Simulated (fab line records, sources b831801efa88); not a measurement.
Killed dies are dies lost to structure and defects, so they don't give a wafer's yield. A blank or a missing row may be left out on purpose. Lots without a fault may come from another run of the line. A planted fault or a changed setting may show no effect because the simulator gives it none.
One fault seen from 2 desks | flow sky130 | each desk has only its own numbers; what lay behind them comes last

THE TOOL OWNER'S DESK: lpcvd-01
The tool's own readings at SKY_POLY_GATE_CVD_00 (deposits poly-Si, target thk 180 nm, time 720 s): means of the sampled wafers that have a number, for each lot that ran on this tool. A lot is out of limits, marked OUT, if its mean lies more than 4 standard deviations from the usual mean; the brackets give that distance.
Columns: A = spike_tc_bottom_C at SKY_POLY_GATE_CVD_00, usual 642.0 C; B = spike_tc_centre_C at SKY_POLY_GATE_CVD_00, usual 620.5 C; C = spike_tc_lower_C at SKY_POLY_GATE_CVD_00, usual 620.3 C; D = spike_tc_top_C at SKY_POLY_GATE_CVD_00, usual 639.4 C; E = spike_tc_upper_C at SKY_POLY_GATE_CVD_00, usual 621.0 C; F = susceptor_temp_C at SKY_POLY_GATE_CVD_00, usual 620.03 C; G = zone_power_upper_pct at SKY_POLY_GATE_CVD_00, usual 8.55 %
lot  | first seen here | A                | B               | C               | D               | E                | F                | G
L337 | day 13 15:27    | 642.6            | 620.4           | 619.7           | 639.1           | 623.1            | 620.15           | 8.53
L339 | day 14 11:31    | 643.2            | 620.9           | 619.9           | 637.8           | 622.5            | 620.27           | 8.35
L342 | day 15 17:52    | 643.9            | 620.2           | 620.2           | 638.4           | 621.9            | 620.49           | 8.45
L344 | day 16 08:32    | 641.0            | 621.0           | 621.3           | 640.3           | 620.6            | 620.22           | 8.68
L349 | day 17 22:43    | 643.5            | 621.5           | 619.8           | 639.5           | 622.1            | 620.03           | 8.46
L351 | day 18 14:53    | 641.1            | 621.1           | 620.6           | 640.5           | 620.1            | 619.99           | 8.73
L352 | day 19 14:49    | 628.5 (-6.8) OUT | 603.5 (-18) OUT | 602.7 (-16) OUT | 622.7 (-15) OUT | 606.0 (-9.4) OUT | 603.87 (-56) OUT | 8.03
L353 | day 20 01:38    | 626.7 (-7.7) OUT | 603.2 (-18) OUT | 604.3 (-15) OUT | 621.7 (-16) OUT | 607.0 (-8.7) OUT | 603.93 (-56) OUT | 8.03
L354 | day 20 03:26    | 627.7 (-7.2) OUT | 603.6 (-18) OUT | 602.9 (-16) OUT | 622.3 (-16) OUT | 606.4 (-9.1) OUT | 603.44 (-57) OUT | 8.04
L360 | day 22 18:13    | 641.6            | 621.0           | 620.5           | 639.8           | 619.8            | 620.06           | 8.66
L359 | day 22 22:16    | 640.5            | 621.1           | 620.2           | 640.3           | 619.4            | 620.30           | 8.71
This desk's finding: out of limits on L352, L353, L354; first on L352, day 19 14:49 (spike_tc_bottom_C at SKY_POLY_GATE_CVD_00). In limits: L337, L339, L342, L344, L349, L351, L360, L359.

THE METROLOGY DESK
What the gauges read, lot by lot, whatever tool the lot ran on: means of the sampled wafers that have a number. A lot is out of limits, marked OUT, if its mean lies more than 4 standard deviations from the usual mean; the brackets give that distance.
Columns: A = VT_ADJUST_HVTP_OVL at SKY_VT_ADJUST_HVTP_OVL_MEAS_08, usual 2.1 nm; B = SONOS_ONO_CVD_02_THK at SKY_SONOS_ONO_THK_MEAS_03, usual 10.48 nm; C = POLY_GATE_CVD_00_THK at SKY_POLY_GATE_THK_MEAS_01, usual 178.6 nm; D = LDD_N_OVL at SKY_LDD_N_OVL_MEAS_07, usual 0.5 nm
lot  | first seen here | A   | B     | C               | D
L337 | day 6 00:05     | 2.1 | 10.44 | 175.1           | 2.0
L339 | day 6 15:50     | 0.5 | 10.40 | 178.3           | 0.1
L342 | day 7 08:34     | 0.5 | 10.50 | 178.0           | -0.3
L344 | day 7 20:06     | 3.0 | 10.37 | 176.2           | 0.6
L349 | day 9 04:33     | 0.2 | 10.43 | 178.9           | 2.1
L351 | day 9 14:55     | 1.1 | 10.58 | 178.0           | 2.0
L352 | day 10 05:25    | 0.9 | 10.57 | 117.9 (-34) OUT | -1.5
L353 | day 10 14:58    | 1.8 | 10.51 | 118.1 (-34) OUT | -2.3
L354 | day 10 15:37    | 0.8 | 10.46 | 122.1 (-31) OUT | -0.3
L360 | day 12 18:50    | 1.3 | 10.44 | 179.2           | 1.5
L359 | day 12 19:09    | 2.6 | 10.47 | 182.1           | -0.7
This desk's finding: out of limits on L352, L353, L354; first on L352, day 19 16:01 (POLY_GATE_CVD_00_THK at SKY_POLY_GATE_THK_MEAS_01). In limits: L337, L339, L342, L344, L349, L351, L360, L359.

PUT TOGETHER
The tool owner's desk could have raised an alarm at day 19 14:49, on L352, L353, L354.
The metrology desk could have raised an alarm at day 19 16:01, on L352, L353, L354.
Of the lots named, all ran SKY_POLY_GATE_CVD_00 on lpcvd-01.

WHAT THE SIMULATOR HAD PUT IN
Process parameter drift: lpcvd-01, from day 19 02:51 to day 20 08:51, at SKY_POLY_GATE_CVD_00. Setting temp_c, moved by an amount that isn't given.
Lots struck among those shown: L352, L353, L354.
Hours from the fault's start to each desk's first reading out of limits: the tool owner's desk, 12; the metrology desk, 13.
